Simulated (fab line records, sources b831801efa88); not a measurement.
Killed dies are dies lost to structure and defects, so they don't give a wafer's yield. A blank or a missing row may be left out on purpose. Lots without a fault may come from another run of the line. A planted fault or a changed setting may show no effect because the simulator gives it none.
A struck lot beside a sound one | flow sky130 | 15 steps out of a route of 708
Sound: wafers L463.4, L463.5, L463.6. Struck: wafers L472.2, L472.3, L472.5. The cause comes at the end.
At each step with rows: each side's tool, then ch and its chambers, then its first start. Under that, the readings that differ: sound wafers | struck wafers | difference of the means | sigmas: that difference in standard deviations of wafers without a fault.
alike: readings whose means differ by less than 2 such deviations, and words and numbers that are the same on both sides. not compared: withheld readings, readings that some wafer has no value for, bounds like >300 that may hide the same value, and numbers for which the record gives no deviation and whose values overlap.
The two part at a step that has a row with sigmas, a row that says differs or no value, or rows on one side only. Numbers that don't overlap but have no deviation are shown without sigmas and don't part them. A reading that every wafer of one side lacks parts them only if that side has two wafers or more.

first, 7 steps without rows for these wafers: SKY_LDD_N_DEHYDRATE_00 (time 60 s); SKY_LDD_N_HMDS_01 (prime time 60 s); SKY_LDD_N_COAT_02 (resist thk 300 nm); SKY_LDD_N_SOFTBAKE_03 (time 60 s); SKY_LDD_N_EXPOSE_04 (exposes mask NTM, target cd 840 nm); SKY_LDD_N_PEB_05; SKY_LDD_N_DEVELOP_06 (develop time 60 s).
SKY_LDD_N_OVL_MEAS_07:
  sound on overlay-02, day 21 19:16; struck on overlay-02, day 24 20:33
  alike: LDD_N_OVL
then, 4 steps without rows for these wafers: SKY_LDD_N_IMPLANT_08; SKY_LDD_N_IMPLANT_09; SKY_LDD_N_IMPLANT_10; SKY_LDD_N_IMPLANT_11.
SKY_LDD_N_IMPLANT_12:
  sound on implanter-01 ch 0, day 21 19:57; struck on implanter-01 ch 0, day 24 21:12
  reading            | sound                | struck              | difference | sigmas
  tilt_deg (degrees) | 29.973 29.995 30.011 | 0.003 -0.002 -0.013 | -29.997    | -99 or more
  alike: beam_energy_keV
then, 1 step without rows for these wafers: SKY_LDD_N_IMPLANT_13.
-- the record jumps here: 25 days lie between the struck wafers' starts before and after (it left off in module LDD_N and takes up again in module PAD_OPEN, whose first step shown is number 708 of the route) --
SKY_PAD_OPEN_PROBE_99:
  sound on prober-02, day 48 14:15; struck on prober-01, day 50 09:11
  reading                                    | sound                | struck               | difference | sigmas
  model.etest.nfet_01v8_lvt.vt_sat_v (V)     | 0.5225 0.5319 0.5267 | 0.4926 0.4948 0.4899 | -0.0346    |
  model.etest.nfet_01v8.vt_sat_v (V)         | 0.6367 0.639 0.6366  | 0.6076 0.6107 0.6049 | -0.0297    |
  model.etest.sram_nfet_pass.vt_sat_v (V)    | 0.5355 0.5394 0.5397 | 0.4827 0.5198 0.4592 | -0.0510    |
  model.etest.nfet_01v8_swapped.vt_sat_v (V) | 0.6325 0.6428 0.638  | 0.6632 0.6631 0.6608 | +0.0246    |
  alike: killed_at_M0_to_M3, killed_at_M4_up, killed_at_contacts, killed_at_front_end, killed_at_other, killed_dies, killed_open, killed_short
  not compared: model.etest.nfet_01v8.off_log10_a_um

WHERE THEY PART
Only at SKY_LDD_N_IMPLANT_12, within this record. Later steps at which nothing parts them and some readings are alike: SKY_PAD_OPEN_PROBE_99.

WHY: what the simulator had put in
Process parameter drift: implanter-01, from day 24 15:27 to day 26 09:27, at SKY_LDD_N_IMPLANT_12. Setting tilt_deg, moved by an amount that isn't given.
